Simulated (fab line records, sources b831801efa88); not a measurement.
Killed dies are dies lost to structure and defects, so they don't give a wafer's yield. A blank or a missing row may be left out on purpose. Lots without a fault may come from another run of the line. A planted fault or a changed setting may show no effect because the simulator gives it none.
One fault seen from 2 desks | flow gf180mcu | each desk has only its own numbers; what lay behind them comes last

THE METROLOGY DESK
What the gauges read, lot by lot, whatever tool the lot ran on: means of the sampled wafers that have a number. A lot is out of limits, marked OUT, if its mean lies more than 4 standard deviations from the usual mean; the brackets give that distance.
Columns: A = M1_OVL at GF_M1_OVL_MEAS_15, usual -1 nm; B = V1_OVL at GF_V1_OVL_MEAS_15, usual -2 nm
lot  | first seen here | A  | B
L559 | day 17 02:35    | 1  | -5
L560 | day 17 13:02    | -7 | 1
L563 | day 19 00:34    | 1  | -7
L564 | day 19 07:37    | -1 | 1
L573 | day 22 13:02    | 2  | -2
L574 | day 23 01:46    | 4  | -4
L575 | day 23 10:56    | 4  | -2
L576 | day 23 19:26    | -5 | -4
L579 | day 24 21:07    | 0  | -0
L580 | day 24 21:31    | -2 | -5
L581 | day 24 23:19    | 1  | -9
L582 | day 25 20:20    | 4  | -3
This desk's finding: nothing out of limits on any of the 12 lots.

THE TOOL OWNER'S DESK: cmp-02
The tool's own readings at GF_V1_CMP_04 (polishes SiO2): means of the sampled wafers that have a number, for each lot that ran on this tool. A lot is out of limits, marked OUT, if its mean lies more than 4 standard deviations from the usual mean; the brackets give that distance.
Columns: A = motor_current_A at GF_V1_CMP_04, usual 11.6 A; B = slurry_filter_dp_kPa at GF_V1_CMP_04, usual 13.49 kPa; C = time_to_endpoint_s at GF_V1_CMP_04, usual 83 s
lot  | first seen here | A    | B     | C
L559 | day 17 03:35    | 11.8 | 13.56 | 83
L560 | day 17 14:07    | 10.6 | 13.48 | 79
L563 | day 19 01:43    | 12.0 | 13.48 | 81
L564 | day 19 08:39    | 11.3 | 13.56 | 86
L574 | day 23 02:46    | 11.3 | 13.41 | 81
L576 | day 23 20:30    | 13.2 | 13.58 | 82
L580 | day 25 01:47    | 11.6 | 13.54 | 76
L581 | day 25 02:26    | 10.6 | 13.47 | 84
L582 | day 25 21:21    | 9.1  | 13.46 | 80
This desk's finding: nothing out of limits on any of the 9 lots.

PUT TOGETHER
The metrology desk saw nothing out of limits.
The tool owner's desk saw nothing out of limits.

WHAT THE SIMULATOR HAD PUT IN
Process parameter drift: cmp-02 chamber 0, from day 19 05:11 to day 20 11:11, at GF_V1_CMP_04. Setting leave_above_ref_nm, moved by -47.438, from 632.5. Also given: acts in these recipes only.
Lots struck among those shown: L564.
